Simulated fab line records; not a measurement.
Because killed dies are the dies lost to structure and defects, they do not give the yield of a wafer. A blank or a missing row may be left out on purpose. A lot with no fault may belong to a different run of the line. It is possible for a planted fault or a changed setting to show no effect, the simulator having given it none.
fab line records -- flow sky130
record: lots: 5, wafers: 15, lastDay: 50
route steps=708 shown CONTACT@426 METAL1@434 PAD_OPEN@708
lots that met no fault: from a run of the same line without faults
startH: hours from the record's first day to the start of the lot's first wafer shown -- waitH: time in hours since the lot's previous step -- " as in the row above -- L1.1+2: a single row standing in for several wafers -- - no value present, or no start provided -- * or withheld: withheld -- < > ~ a bound
route shown NAME@n: a module of which the file shows steps, and the number in the route of the first -- usual: mean/standard deviation taken from wafers without a fault -- same: alike in all rows -- chamber/n: place in a boat -- sites: readings site by site -- _std_site: standard deviation across them -- _edge_site: the outer-site mean with the inner-site mean subtracted -- radiusMm: for every site, how far away it sits from the centre of the wafer -- mask NAME#n: copy n -- behind: the tool/chamber that last shaped the wafer -- hold: why the lot was held/for how many hours/how that ended -- device: which transistor (n, p or np) failed to switch -- end of line: tests of these same wafers at the route's end -- step lacking rows: just its recipe -- killed: at the first sort, the dies lost to defects and structure; wafer yield is something else -- map: a wafer's dies, x killed, . not, _ none there
set.NAME: setting as actually run; set.NAME@STEP: the setting as run at that earlier step -- model.NAME: the simulator's own value behind a step, which no gauge read
lots at selected steps of the route; one table per step, one row per wafer
services: a tool's chamber out of use, with start hour (startH, from the record's first day; less than 0 if before it), hours out, and reason
== steps ==
step: SKY_CONTACT_STRIP_20
recipe: chemistry: postEtchResidueRemover, timeS: 1200, tempC: 72.5
step: SKY_CONTACT_CLEAN_21
recipe: chemistry: IPA, timeS: 180, tempC: 25
step: SKY_CONTACT_CLEAN_22
recipe: chemistry: O3/DIW, dry: n2Spin
step: SKY_CONTACT_SPUTTER_23
recipe: material: TiN, targetThkNm: 20, chamberPressurePa: 5, powerW: 4000, timeS: 80
step: SKY_CONTACT_CVD_24
recipe: material: W, targetThkNm: 340, timeS: 102.12, tempC: 400, pressureTorr: 40
usual: heaterPowerW: 876/60
lot.wafer,tool,chamber,startH,waitH,heaterPowerW
L305.2,cvdW-02,1,764.18,0.0,776
L305.3,cvdW-02,1,764.18,0.0,793
L305.5,cvdW-02,0,764.18,0.0,930
L306.1,cvdW-02,1,774.64,0.0,780
L306.3,cvdW-02,1,774.64,0.0,792
L306.6,cvdW-02,0,774.64,0.0,930
L312.1,cvdW-01,1,822.07,0.0,883
L312.4,cvdW-01,1,822.07,0.0,855
L312.5,cvdW-01,1,822.07,0.0,855
L313.1,cvdW-02,0,827.50,0.0,926
L313.4,cvdW-02,0,827.50,0.0,935
L313.6,cvdW-02,0,827.50,0.0,920
L323.2,cvdW-02,1,898.17,0.0,797
L323.5,cvdW-02,0,898.17,0.0,916
L323.6,cvdW-02,1,898.17,0.0,787
step: SKY_CONTACT_RS_MEAS_25
recipe: thkMeasGauge: four-point-probe, reads: W_of_CONTACT_CVD_24+TiN_of_CONTACT_SPUTTER_23
usual: CONTACT_W_RS: 0.338/0.0051
lot.wafer,tool,chamber,startH,waitH,CONTACT_W_RS[ohm/sq]
L305.2,filmMetro-02,-,764.31,0.1,0.336
L305.3,filmMetro-02,-,764.31,0.1,0.335
L305.5,filmMetro-02,-,764.31,0.1,0.334
L306.1,filmMetro-04,-,774.75,0.1,0.334
L306.3,filmMetro-04,-,774.75,0.1,0.341
L306.6,filmMetro-04,-,774.75,0.1,0.330
L312.1,filmMetro-04,-,822.18,0.1,0.341
L312.4,filmMetro-04,-,822.18,0.1,0.339
L312.5,filmMetro-04,-,822.18,0.1,0.341
L313.1,filmMetro-02,-,827.61,0.1,0.338
L313.4,filmMetro-02,-,827.61,0.1,0.336
L313.6,filmMetro-02,-,827.61,0.1,0.336
L323.2,filmMetro-02,-,898.30,0.1,0.336
L323.5,filmMetro-02,-,898.30,0.1,0.342
L323.6,filmMetro-02,-,898.30,0.1,0.340
step: SKY_CONTACT_THK_MEAS_26
recipe: thkMeasGauge: xrf, reads: W_of_CONTACT_CVD_24
usual: CONTACT_W_THK: 327/5.1
lot.wafer,tool,chamber,startH,waitH,CONTACT_W_THK[nm]
L305.2,filmMetro-02,-,764.42,0.1,329
L305.3,filmMetro-02,-,764.42,0.1,330
L305.5,filmMetro-02,-,764.42,0.1,331
L306.1,filmMetro-04,-,774.87,0.1,331
L306.3,filmMetro-04,-,774.87,0.1,325
L306.6,filmMetro-04,-,774.87,0.1,334
L312.1,filmMetro-04,-,822.30,0.1,323
L312.4,filmMetro-04,-,822.30,0.1,326
L312.5,filmMetro-04,-,822.30,0.1,321
L313.1,filmMetro-02,-,827.73,0.1,327
L313.4,filmMetro-02,-,827.73,0.1,332
L313.6,filmMetro-02,-,827.73,0.1,333
L323.2,filmMetro-02,-,898.41,0.1,332
L323.5,filmMetro-02,-,898.41,0.1,329
L323.6,filmMetro-02,-,898.41,0.1,328
step: SKY_CONTACT_CMP_27
recipe: stopOn: SiO2, tOverpolishS: 15, downForcePsi: 3.5, platenRpm: 60, targetThkNm: 0, padVelocityMS: 0.94248
step: SKY_METAL1_SPUTTER_00
recipe: material: Ti, targetThkNm: 15, powerW: 3000, timeS: 10, chamberPressurePa: 0.4
step: SKY_METAL1_SPUTTER_01
recipe: material: TiN, targetThkNm: 20, powerW: 6500, timeS: 16.7, chamberPressurePa: 0.4
step: SKY_METAL1_SPUTTER_02
recipe: material: AlCu, targetThkNm: 250, powerW: 10600, timeS: 13.3, chamberPressurePa: 0.4
usual: throttleValvePct: 30.0/1
lot.wafer,tool,chamber,startH,waitH,throttleValvePct
L305.2,pvdSputter-03,-,764.82,0.0,29.4
L305.3,pvdSputter-03,-,764.82,0.0,30.9
L305.5,pvdSputter-03,-,764.82,0.0,29.5
L306.1,pvdSputter-04,-,775.28,0.0,31.2
L306.3,pvdSputter-04,-,775.28,0.0,30.7
L306.6,pvdSputter-04,-,775.28,0.0,30.8
L312.1,pvdSputter-01,-,822.70,0.0,30.0
L312.4,pvdSputter-01,-,822.70,0.0,31.1
L312.5,pvdSputter-01,-,822.70,0.0,30.9
L313.1,pvdSputter-04,-,828.14,0.0,29.6
L313.4,pvdSputter-04,-,828.14,0.0,30.8
L313.6,pvdSputter-04,-,828.14,0.0,30.8
L323.2,pvdSputter-04,-,898.80,0.0,31.1
L323.5,pvdSputter-04,-,898.80,0.0,29.6
L323.6,pvdSputter-04,-,898.80,0.0,27.5
step: SKY_METAL1_SPUTTER_03
recipe: material: Ti, targetThkNm: 5, powerW: 3000, timeS: 3.3, chamberPressurePa: 0.4
usual: throttleValvePct: 30.1/1
lot.wafer,tool,chamber,startH,waitH,throttleValvePct
L305.2,pvdSputter-03,-,764.84,0.0,29.6
L305.3,pvdSputter-03,-,764.84,0.0,30.6
L305.5,pvdSputter-03,-,764.84,0.0,29.4
L306.1,pvdSputter-04,-,775.31,0.0,31.0
L306.3,pvdSputter-04,-,775.31,0.0,30.6
L306.6,pvdSputter-04,-,775.31,0.0,30.8
L312.1,pvdSputter-01,-,822.73,0.0,29.8
L312.4,pvdSputter-01,-,822.73,0.0,31.3
L312.5,pvdSputter-01,-,822.73,0.0,30.6
L313.1,pvdSputter-04,-,828.16,0.0,29.4
L313.4,pvdSputter-04,-,828.16,0.0,30.8
L313.6,pvdSputter-04,-,828.16,0.0,31.3
L323.2,pvdSputter-04,-,898.83,0.0,31.2
L323.5,pvdSputter-04,-,898.83,0.0,29.4
L323.6,pvdSputter-04,-,898.83,0.0,27.5
step: SKY_METAL1_SPUTTER_04
recipe: material: TiN, targetThkNm: 70, powerW: 6500, timeS: 58.3, chamberPressurePa: 0.4
usual: throttleValvePct: 30.1/1
lot.wafer,tool,chamber,startH,waitH,throttleValvePct,model.TiN_of_METAL1_SPUTTER_04.thkNm
L305.2,pvdSputter-03,-,764.86,0.0,29.3,69.38
L305.3,pvdSputter-03,-,764.86,0.0,30.7,69.15
L305.5,pvdSputter-03,-,764.86,0.0,29.6,69.51
L306.1,pvdSputter-04,-,775.32,0.0,30.9,69.58
L306.3,pvdSputter-04,-,775.32,0.0,30.6,69.74
L306.6,pvdSputter-04,-,775.32,0.0,31.0,69.71
L312.1,pvdSputter-01,-,822.75,0.0,30.1,66.8
L312.4,pvdSputter-01,-,822.75,0.0,31.2,68.24
L312.5,pvdSputter-01,-,822.75,0.0,30.8,69.06
L313.1,pvdSputter-04,-,828.18,0.0,29.7,71.11
L313.4,pvdSputter-04,-,828.18,0.0,30.7,70.04
L313.6,pvdSputter-04,-,828.18,0.0,31.2,69.98
L323.2,pvdSputter-04,-,898.85,0.0,31.0,68.66
L323.5,pvdSputter-04,-,898.85,0.0,29.6,105.9
L323.6,pvdSputter-04,-,898.85,0.0,27.4,69.65
step: SKY_METAL1_RS_MEAS_05
recipe: thkMeasGauge: four-point-probe, reads: TiN_of_METAL1_SPUTTER_04+Ti_of_METAL1_SPUTTER_03+AlCu_of_METAL1_SPUTTER_02+TiN_of_METAL1_SPUTTER_01+Ti_of_METAL1_SPUTTER_00
usual: METAL1_ALCU_RS: 0.1261/0.0016
lot.wafer,tool,chamber,startH,waitH,METAL1_ALCU_RS[ohm/sq]
L305.2,filmMetro-03,-,764.93,0.0,0.1263
L305.3,filmMetro-03,-,764.93,0.0,0.1265
L305.5,filmMetro-03,-,764.93,0.0,0.1266
L306.1,filmMetro-01,-,775.37,0.0,0.1271
L306.3,filmMetro-01,-,775.37,0.0,0.1264
L306.6,filmMetro-01,-,775.37,0.0,0.1262
L312.1,filmMetro-02,-,822.80,0.0,0.1246
L312.4,filmMetro-02,-,822.80,0.0,0.1253
L312.5,filmMetro-02,-,822.80,0.0,0.1270
L313.1,filmMetro-01,-,828.23,0.0,0.1280
L313.4,filmMetro-01,-,828.23,0.0,0.1245
L313.6,filmMetro-01,-,828.23,0.0,0.1267
L323.2,filmMetro-03,-,898.91,0.0,0.1258
L323.5,filmMetro-03,-,898.91,0.0,0.1276
L323.6,filmMetro-03,-,898.91,0.0,0.1292
step: SKY_METAL1_THK_MEAS_06
recipe: thkMeasGauge: xrf, reads: AlCu_of_METAL1_SPUTTER_02
usual: METAL1_ALCU_THK: 251/3.4
lot.wafer,tool,chamber,startH,waitH,METAL1_ALCU_THK[nm]
L305.2,filmMetro-03,-,765.04,0.1,252
L305.3,filmMetro-03,-,765.04,0.1,251
L305.5,filmMetro-03,-,765.04,0.1,250
L306.1,filmMetro-01,-,775.49,0.1,250
L306.3,filmMetro-01,-,775.49,0.1,253
L306.6,filmMetro-01,-,775.49,0.1,252
L312.1,filmMetro-02,-,822.92,0.1,256
L312.4,filmMetro-02,-,822.92,0.1,255
L312.5,filmMetro-02,-,822.92,0.1,253
L313.1,filmMetro-01,-,828.35,0.1,248
L313.4,filmMetro-01,-,828.35,0.1,254
L313.6,filmMetro-01,-,828.35,0.1,253
L323.2,filmMetro-03,-,899.02,0.1,253
L323.5,filmMetro-03,-,899.02,0.1,230
L323.6,filmMetro-03,-,899.02,0.1,244
step: SKY_METAL1_DEHYDRATE_07
recipe: tempC: 200, timeS: 60
step: SKY_METAL1_HMDS_08
recipe: primeTimeS: 60, primeTempC: 120
step: SKY_METAL1_COAT_09
recipe: resist: BARC, tempC: withheld, timeS: withheld, spinRpm: 3000, resistThkNm: 60
step: SKY_METAL1_COAT_10
recipe: resist: KrF-thick, spinRpm: 3000, resistThkNm: 450
step: SKY_METAL1_SOFTBAKE_11
recipe: tempC: 100, timeS: 90, resist: KrF-thick
step: SKY_METAL1_EXPOSE_12
recipe: maskId: MM1, na: 0.8, sourceShape: annular, sigmaInner: 0.55, sigmaOuter: 0.85, targetCdNm: 140, doseMj: 28
step: SKY_METAL1_PEB_13
recipe: pebTempC: withheld, pebTimeS: withheld, resist: KrF-thick
step: SKY_METAL1_DEVELOP_14
recipe: developTimeS: 60, resist: KrF-thick, devTempC: 21
step: SKY_METAL1_CD_MEAS_15
recipe: targetCdNm: 140
usual: cdNm: 140.1/1.3
lot.wafer,tool,chamber,startH,waitH,cdNm
L305.2,cdSem-02,-,791.45,-,138.7
L305.3,cdSem-02,-,791.45,-,138.3
L305.5,cdSem-02,-,791.45,-,139.1
L306.1,cdSem-01,-,802.38,-,141.7
L306.3,cdSem-01,-,802.38,-,141.9
L306.6,cdSem-01,-,802.38,-,141.2
L312.1,cdSem-01,-,849.28,-,140.8
L312.4,cdSem-01,-,849.28,-,140.5
L312.5,cdSem-01,-,849.28,-,140.2
L313.1,cdSem-01,-,854.17,-,141.6
L313.4,cdSem-01,-,854.17,-,140.6
L313.6,cdSem-01,-,854.17,-,139.6
L323.2,cdSem-02,-,923.75,-,140.1
L323.5,cdSem-02,-,923.75,-,141.0
L323.6,cdSem-02,-,923.75,-,140.4
step: SKY_METAL1_OVL_MEAS_16
usual: METAL1_OVL: -4/4.9
lot.wafer,tool,chamber,startH,waitH,METAL1_OVL[nm]
L305.2,overlay-01,-,791.56,0.1,-10
L305.3,overlay-01,-,791.56,0.1,-9
L305.5,overlay-01,-,791.56,0.1,-3
L306.1,overlay-02,-,802.50,0.1,-1
L306.3,overlay-02,-,802.50,0.1,-12
L306.6,overlay-02,-,802.50,0.1,-6
L312.1,overlay-02,-,849.40,0.1,-5
L312.4,overlay-02,-,849.40,0.1,-5
L312.5,overlay-02,-,849.40,0.1,-8
L313.1,overlay-01,-,854.29,0.1,-10
L313.4,overlay-01,-,854.29,0.1,-11
L313.6,overlay-01,-,854.29,0.1,-12
L323.2,overlay-01,-,923.86,0.1,-4
L323.5,overlay-01,-,923.86,0.1,-6
L323.6,overlay-01,-,923.86,0.1,-3
step: SKY_METAL1_DESCUM_17
recipe: chemistry: O2, sourcePowerW: 150, biasPowerW: 0, pressureMtorr: 10, tempC: 40, timeS: 8
step: SKY_METAL1_ETCH_18
recipe: chemistry: N2/H2, target: BARC, ionEnergyEv: 200, biasW: 100, pressureMtorr: 30, n2FlowSccm: 100, h2FlowSccm: 200, icpW: 500, stopOn: SiO2, timeS: 45.9, targetDepthA: 600
step: SKY_METAL1_METAL_ETCH_19
recipe: targetDepthA: 3600, stopOn: SiO2, overEtchFrac: 0.3, timeS: 78, chemistry: Cl2/BCl3, resistSidewallDeg: 88, pressureMtorr: 10, icpW: 900, biasW: 48.5, Cl2_flow_sccm: 60, bcl3FlowSccm: 30
usual: drypumpMotorCurrentA: 5.85/0.21, oesProductAu: 0.856/0.0066, throttleValvePct: 22.264/0.0093
lot.wafer,tool,chamber,startH,waitH,drypumpMotorCurrentA,oesProductAu,rfHoursCounterH,throttleValvePct
L305.2,rieMetal-04,0,791.81,0.1,5.80,0.859,-,22.250
L305.3,rieMetal-04,0,791.81,0.1,5.80,0.855,-,22.263
L305.5,rieMetal-04,0,791.81,0.1,5.80,0.858,-,22.277
L306.1,rieMetal-01,1,802.63,0.0,6.08,0.855,15,22.262
L306.3,rieMetal-01,1,802.63,0.0,6.07,0.860,-,22.261
L306.6,rieMetal-01,1,802.63,0.0,6.06,0.859,-,22.265
L312.1,rieMetal-04,1,849.53,0.0,5.68,0.851,2,22.283
L312.4,rieMetal-04,1,849.53,0.0,5.63,0.855,-,22.251
L312.5,rieMetal-04,0,849.53,0.0,5.81,0.850,-,22.264
L313.1,rieMetal-03,0,854.43,0.0,6.01,0.848,17,22.255
L313.4,rieMetal-03,1,854.43,0.0,5.62,0.868,-,22.250
L313.6,rieMetal-03,1,854.43,0.0,5.64,0.854,-,22.265
L323.2,rieMetal-01,0,923.99,0.0,6.28,0.855,15,22.260
L323.5,rieMetal-01,0,923.99,0.0,6.25,0.848,-,22.246
L323.6,rieMetal-01,1,923.99,0.0,6.07,0.856,-,22.259
step: SKY_METAL1_STRIP_20
recipe: chemistry: O2/N2, powerW: 1400, pressureMtorr: 1500, platenTempC: withheld, o2FlowSccm: 3000, n2FlowSccm: 300, overashFraction: 0.5
usual: drypumpMotorCurrentA: 5.7/0.65, oesProductAu: 0.340/0.0053, stripTimeToEndpointS: 2.64/0.044
lot.wafer,tool,chamber,startH,waitH,drypumpMotorCurrentA,oesProductAu,rfHoursCounterH,stripTimeToEndpointS
L305.2,plasmaAsher-02,1,791.96,0.1,5.2,0.341,36,2.62
L305.3,plasmaAsher-02,0,791.96,0.1,6.2,0.333,-,2.63
L305.5,plasmaAsher-02,1,791.96,0.1,5.2,0.338,-,2.64
L306.1,plasmaAsher-04,0,802.72,0.1,6.5,0.348,6,2.72
L306.3,plasmaAsher-04,1,802.72,0.1,4.7,0.348,-,2.70
L306.6,plasmaAsher-04,0,802.72,0.1,6.5,0.338,-,2.71
L312.1,plasmaAsher-02,0,849.62,0.1,6.2,0.338,42,2.66
L312.4,plasmaAsher-02,1,849.62,0.1,5.2,0.342,-,2.69
L312.5,plasmaAsher-02,1,849.62,0.1,5.2,0.338,-,2.62
L313.1,plasmaAsher-02,1,854.52,0.1,5.2,0.335,42,2.65
L313.4,plasmaAsher-02,1,854.52,0.1,5.2,0.331,-,2.61
L313.6,plasmaAsher-02,1,854.52,0.1,5.2,0.346,-,2.60
L323.2,plasmaAsher-02,0,924.08,0.1,6.2,0.342,49,2.60
L323.5,plasmaAsher-02,0,924.08,0.1,6.2,0.349,-,2.58
L323.6,plasmaAsher-02,1,924.08,0.1,5.2,0.345,-,2.58
step: SKY_METAL1_STRIP_21
recipe: chemistry: postEtchResidueRemover, timeS: 1200, tempC: 72.5
usual: tempC: 72.51/0.12
lot.wafer,tool,chamber,startH,waitH,tempC,model.TiN_of_METAL1_SPUTTER_04.thkNm
L305.2,wetBench-04,1,792.06,0.1,72.81,68.96
L305.3,wetBench-04,1,792.06,0.1,72.71,68.74
L305.5,wetBench-04,1,792.06,0.1,72.53,69.1
L306.1,wetBench-04,1,802.82,0.1,72.60,69.16
L306.3,wetBench-04,1,802.82,0.1,72.33,69.32
L306.6,wetBench-04,1,802.82,0.1,72.59,69.29
L312.1,wetBench-02,0,849.72,0.1,72.56,66.37
L312.4,wetBench-02,0,849.72,0.1,72.57,67.82
L312.5,wetBench-02,0,849.72,0.1,72.48,68.63
L313.1,wetBench-02,3,854.62,0.1,72.59,70.68
L313.4,wetBench-02,3,854.62,0.1,72.64,69.61
L313.6,wetBench-02,3,854.62,0.1,72.47,69.56
L323.2,wetBench-03,3,924.18,0.1,72.52,68.25
L323.5,wetBench-03,3,924.18,0.1,72.57,105.5
L323.6,wetBench-03,3,924.18,0.1,72.67,69.23
step: SKY_METAL1_CLEAN_22
recipe: chemistry: IPA, timeS: 180, tempC: 25
step: SKY_PAD_OPEN_PROBE_99
usual: defectLimitedYield: 82.5/1.9, killed_at_M0_to_M3: 43/6.4, killed_at_M4_up: 2.9/1.7, killedAtContacts: 24/5, killedAtFrontEnd: 15/4, killedAtOther: 0.4/0.62, killedDies: 86/9.3, killedOnRim: 17/3.5, killedOpen: 47/6.8, killedShort: 38/5.8, sort_bin_3_pad_short: 0.9/0.42, sort_bin_5_function: 10.3/1.5, sort_bin_6_memory: 6.3/1.1, sortNPass: 406/9.3, sortYieldPct: 82.5/1.9
same: grossDies: 492, killedAtBackSide: 0, sort_bin_4_leakage[%]: 0, sort_bin_8_speed[%]: 0
lot.wafer,tool,chamber,startH,waitH,defectLimitedYield[%],killed_at_M0_to_M3,killed_at_M4_up,killedAtContacts,killedAtFrontEnd,killedAtOther,killedDies,killedOnRim,killedOpen,killedShort,sort_bin_3_pad_short[%],sort_bin_5_function[%],sort_bin_6_memory[%],sortNPass,sortYieldPct[%],model.etest.via1Chain.rcOhm
L305.3,prober-02,-,1097.84,0.2,81.5,47,3,23,18,0,91,16,50,41,0.8,11.8,5.9,401,81.5,16.45
L305.5,prober-02,-,1097.94,0.2,83.9,44,0,19,16,0,79,18,45,33,0.4,10.0,5.7,413,83.9,16.7
L306.1,prober-01,-,1104.69,0.1,82.1,50,8,22,8,0,88,18,47,41,0.8,10.4,6.7,404,82.1,16.65
L306.3,prober-01,-,1104.79,0.2,80.1,52,3,30,13,0,98,24,57,41,0.4,12.8,6.7,394,80.1,16.28
L306.6,prober-01,-,1104.94,0.2,81.9,39,4,25,21,0,89,16,49,39,0.4,12.2,5.5,403,81.9,15.99
L312.1,prober-02,-,1141.85,0.1,82.3,44,1,22,19,1,87,17,52,35,0,11.2,6.5,405,82.3,17.08
L312.4,prober-02,-,1142.00,0.2,79.1,61,4,25,12,1,103,25,57,46,0.4,12.0,8.5,389,79.1,14.36
L312.5,prober-02,-,1142.05,0.2,83.3,47,4,17,14,0,82,14,45,37,1.0,10.0,5.7,410,83.3,15.81
L313.1,prober-01,-,1144.80,0.1,79.7,59,4,21,16,0,100,18,55,45,1.0,11.6,7.7,392,79.7,16.29
L313.4,prober-01,-,1144.95,0.2,82.9,43,3,29,9,0,84,18,47,37,0.8,8.9,7.3,408,82.9,16.39
L313.6,prober-01,-,1145.05,0.2,80.7,44,3,24,23,1,95,19,54,41,1.8,12.0,5.5,397,80.7,16.45
L323.2,prober-01,-,1190.39,0.1,79.9,51,3,31,14,0,99,12,57,42,1.0,12.8,6.3,393,79.9,17.05
L323.5,prober-01,-,1190.54,0.2,80.3,48,4,31,13,1,97,20,51,45,0.2,13.0,6.5,395,80.3,18.25
L323.6,prober-01,-,1190.59,0.2,81.1,39,3,38,12,1,93,20,55,38,0.4,11.6,6.9,399,81.1,15.62
killed by level:class
L305.3 CONTACT:geometricParticle:open=9 METAL2:geometricParticle:short=9 FIELD_ISO:geometricParticle:open=7 VIA3:geometricParticle:open=7 VIA1:geometricParticle:open=6 LI_CONTACT:geometricParticle:open=5 VIA2:geometricParticle:open=5 METAL2:geometricParticle:open=5
L305.5 VIA1:geometricParticle:open=13 LI_CONTACT:geometricParticle:short=6 VIA3:geometricParticle:open=6 FIELD_ISO:geometricParticle:short=5 LI_CONTACT:geometricParticle:open=5 CONTACT:geometricParticle:open=5 METAL1:geometricParticle:short=5 VIA2:geometricParticle:open=4
L306.1 VIA2:geometricParticle:open=12 VIA1:geometricParticle:open=10 METAL4:geometricParticle:short=7 LI_CONTACT:geometricParticle:open=6 CONTACT:geometricParticle:open=6 METAL1:geometricParticle:short=6 VIA3:geometricParticle:open=5 LI_CONTACT:geometricParticle:short=5
L306.3 VIA1:geometricParticle:open=19 CONTACT:geometricParticle:open=11 VIA2:geometricParticle:open=8 CONTACT:geometricParticle:short=6 VIA1:geometricParticle:short=5 LI_CONTACT:geometricParticle:open=4 LI_CONTACT:geometricParticle:short=4 LOCAL_INTERCONNECT:geometricParticle:short=4
L306.6 CONTACT:geometricParticle:open=14 VIA1:geometricParticle:open=8 VIA2:geometricParticle:open=7 FIELD_ISO:geometricParticle:open=6 VIA3:geometricParticle:open=6 FIELD_ISO:geometricParticle:short=5 LI_CONTACT:geometricParticle:open=4 CONTACT:geometricParticle:short=4
L312.1 VIA1:geometricParticle:open=12 LI_CONTACT:geometricParticle:open=10 VIA3:geometricParticle:open=9 POLY_GATE:geometricParticle:short=7 CONTACT:geometricParticle:open=6 FIELD_ISO:geometricParticle:short=4 METAL1:geometricParticle:short=4 METAL2:geometricParticle:short=4
L312.4 VIA1:geometricParticle:open=14 CONTACT:geometricParticle:open=11 VIA3:geometricParticle:open=11 METAL1:geometricParticle:short=8 METAL2:geometricParticle:short=8 VIA2:geometricParticle:open=6 LOCAL_INTERCONNECT:geometricParticle:short=5 CONTACT:geometricParticle:short=5
L312.5 VIA2:geometricParticle:open=9 VIA1:geometricParticle:short=8 CONTACT:geometricParticle:open=6 VIA1:geometricParticle:open=6 POLY_GATE:geometricParticle:open=5 LI_CONTACT:geometricParticle:open=5 LOCAL_INTERCONNECT:geometricParticle:short=5 METAL1:geometricParticle:short=4
L313.1 VIA1:geometricParticle:open=13 CONTACT:geometricParticle:open=8 VIA2:geometricParticle:open=8 METAL2:geometricParticle:short=6 VIA2:geometricParticle:short=6 VIA3:geometricParticle:open=6 FIELD_ISO:geometricParticle:short=5 VIA1:geometricParticle:short=5
L313.4 VIA1:geometricParticle:open=15 LI_CONTACT:geometricParticle:open=10 CONTACT:geometricParticle:open=10 METAL2:geometricParticle:short=7 VIA1:geometricParticle:short=5 FIELD_ISO:geometricParticle:open=4 CONTACT:geometricParticle:short=4 VIA3:geometricParticle:short=4
L313.6 CONTACT:geometricParticle:open=11 VIA1:geometricParticle:open=10 VIA2:geometricParticle:open=8 VIA1:geometricParticle:short=6 LI_CONTACT:geometricParticle:open=6 METAL1:geometricParticle:short=6 VIA3:geometricParticle:open=6 FIELD_ISO:geometricParticle:open=5
L323.2 VIA1:geometricParticle:open=11 CONTACT:geometricParticle:open=11 VIA2:geometricParticle:open=11 VIA1:geometricParticle:short=8 LOCAL_INTERCONNECT:geometricParticle:short=7 LI_CONTACT:geometricParticle:open=7 METAL2:geometricParticle:short=6 VIA3:geometricParticle:open=6
L323.5 CONTACT:geometricParticle:open=10 LI_CONTACT:geometricParticle:open=8 METAL2:geometricParticle:short=7 VIA3:geometricParticle:open=7 VIA2:geometricParticle:open=6 LOCAL_INTERCONNECT:geometricParticle:short=5 VIA1:geometricParticle:short=5 METAL3:geometricParticle:short=5
L323.6 CONTACT:geometricParticle:open=14 VIA1:geometricParticle:open=11 LOCAL_INTERCONNECT:geometricParticle:short=9 VIA3:geometricParticle:open=7 LI_CONTACT:geometricParticle:open=6 VIA2:geometricParticle:open=6 CONTACT:geometricParticle:short=6 VIA1:geometricParticle:short=6
== services ==
tool,chamber,startH,hours,kind
plasmaAsher-04,0,742.75,-,clean
pvdSputter-04,-,751.78,2.7,repair
rieMetal-04,1,775.61,-,clean
rieMetal-04,1,775.61,24.1,scheduledDown
rieMetal-04,1,775.61,24.1,ventCycle
plasmaAsher-04,-,784.45,4.2,repair
pvdSputter-03,-,825.22,1.5,repair
wetBench-02,-,827.25,2.2,repair
rieMetal-01,1,852.15,1.1,repair
wetBench-04,-,852.36,6.3,repair
rieMetal-01,1,853.27,-,clean
rieMetal-01,1,853.27,14.5,scheduledDown
rieMetal-01,1,853.27,14.5,ventCycle
cvdW-02,1,868.27,5.9,repair
cvdW-01,-,868.61,3.2,repair
pvdSputter-03,-,873.51,0.6,repair
pvdSputter-04,-,886.36,7.0,repair
pvdSputter-01,-,889.57,2.6,repair
rieMetal-04,0,903.35,16.0,repair
cvdW-01,-,904.00,14.0,pm
pvdSputter-03,3,907.84,-,consumableReplace:kit
pvdSputter-03,3,907.84,18.0,scheduledDown
pvdSputter-03,3,907.84,18.0,ventCycle
pvdSputter-04,-,916.22,3.0,repair
== key ==
firstSign: step: SKY_METAL1_THK_MEAS_06, reading: METAL1_ALCU_THK, direction: down, sigmas: 6.2, usual: 251, struck: 230
effect none on later readings
modelEffect: step: SKY_METAL1_SPUTTER_04, value: TiN_of_METAL1_SPUTTER_04.thkNm, without: 70.46, struck: 105.9
modelEffect: step: SKY_METAL1_STRIP_21, value: TiN_of_METAL1_SPUTTER_04.thkNm, without: 70.05, struck: 105.5
modelEffect: step: SKY_PAD_OPEN_PROBE_99, value: etest.via1Chain.rcOhm, without: 16.46, struck: 18.25
metAt SKY_METAL1_SPUTTER_04
struckWafers L323.5
onsetBetween 828.18 898.85
fault: kind: processParameterDrift, tool: pvdSputter-04, chamber: -, onsetH: 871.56, steps: SKY_METAL1_SPUTTER_04, channel: targetThkNm, offset: 35.458, shape: step, endH: 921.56, actsIn: theseRecipesOnly, stated: 70, scope: struckWafersOnly
